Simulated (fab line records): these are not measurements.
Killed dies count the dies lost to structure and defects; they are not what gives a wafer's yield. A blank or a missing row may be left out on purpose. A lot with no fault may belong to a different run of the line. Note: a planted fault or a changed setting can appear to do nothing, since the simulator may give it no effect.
Which tool did it? ; flow sky130 ; 6 lots with 18 wafers sampled at 3 steps, on a route of 708 steps

WHAT THE GAUGES SHOWED, per wafer
SKY_VT_ADJUST_HVTP_TW_MEAS_11.
lot;measured;on;VT_ADJUST_HVTP_TW
L353;day 6 08:33;film-metro-03;1329 1329 1331
L359;day 7 23:43;film-metro-03;1331 1328 1340
L362;day 9 01:37;film-metro-04;1351 1349 1349
L366;day 9 23:01;film-metro-03;30 30 30 30 30 30
L373;day 11 14:13;film-metro-04;1350 1350 1343
L375;day 12 05:31;film-metro-04;1347 1352 1351

EACH LOT AND THE TOOL THAT RAN IT (in order: tool; ch and the chambers of the sampled wafers; start)
lot;SKY_NWELL_STRIP_25;SKY_VT_ADJUST_HVTP_STRIP_10
L353;plasma-asher-04 ch 0,1, day 5 12:49;plasma-asher-03 ch 0,1, day 6 08:27
L359;plasma-asher-01 ch 0,1, day 7 03:03;plasma-asher-03 ch 0,1, day 7 23:37
L362;plasma-asher-03 ch 0,1, day 8 03:42;plasma-asher-02 ch 0, day 9 01:31
L366;plasma-asher-04 ch 0,1, day 9 00:46;plasma-asher-01 ch 0,1, day 9 22:55
L373;plasma-asher-04 ch 0,1, day 10 14:23;plasma-asher-02 ch 0,1, day 11 14:07
L375;plasma-asher-03 ch 0,1, day 11 04:46;plasma-asher-02 ch 0,1, day 12 05:25
- SKY_NWELL_STRIP_25: strips in O2/N2.
- SKY_VT_ADJUST_HVTP_STRIP_10: strips in O2/N2.

THE ANSWER, worked out from the rows above alone
Rule: what is usual is taken from the lots themselves. The widest of any qualifying gaps counts: lots, ordered by their means at a reading, are off when they make up no more than a third of the lots, leave a main group of 4 or more, and stand apart from it by 3 or more times the standard deviation of that group's means. If all means in a main group match to the digits the tables above print for the reading, that group is not used. Also off: a lot with no number at a reading for which 4 or more lots have one. All remaining lots with rows at the step are treated as sound.
Off: L366, seen at SKY_VT_ADJUST_HVTP_TW_MEAS_11 (VT_ADJUST_HVTP_TW). Mean 1342 and standard deviation 8.8 in the main group.
A tool fits if, at a process step before that reading, it ran every lot that is off, and no sound lot after the first of them. Gauges at SKY_VT_ADJUST_HVTP_TW_MEAS_11: tried the same way as those tools. Can't be told from this: 2 tools fit, plasma-asher-01 at SKY_VT_ADJUST_HVTP_STRIP_10, film-metro-03 at SKY_VT_ADJUST_HVTP_TW_MEAS_11.

WHAT HAD BEEN PUT IN BY THE SIMULATOR
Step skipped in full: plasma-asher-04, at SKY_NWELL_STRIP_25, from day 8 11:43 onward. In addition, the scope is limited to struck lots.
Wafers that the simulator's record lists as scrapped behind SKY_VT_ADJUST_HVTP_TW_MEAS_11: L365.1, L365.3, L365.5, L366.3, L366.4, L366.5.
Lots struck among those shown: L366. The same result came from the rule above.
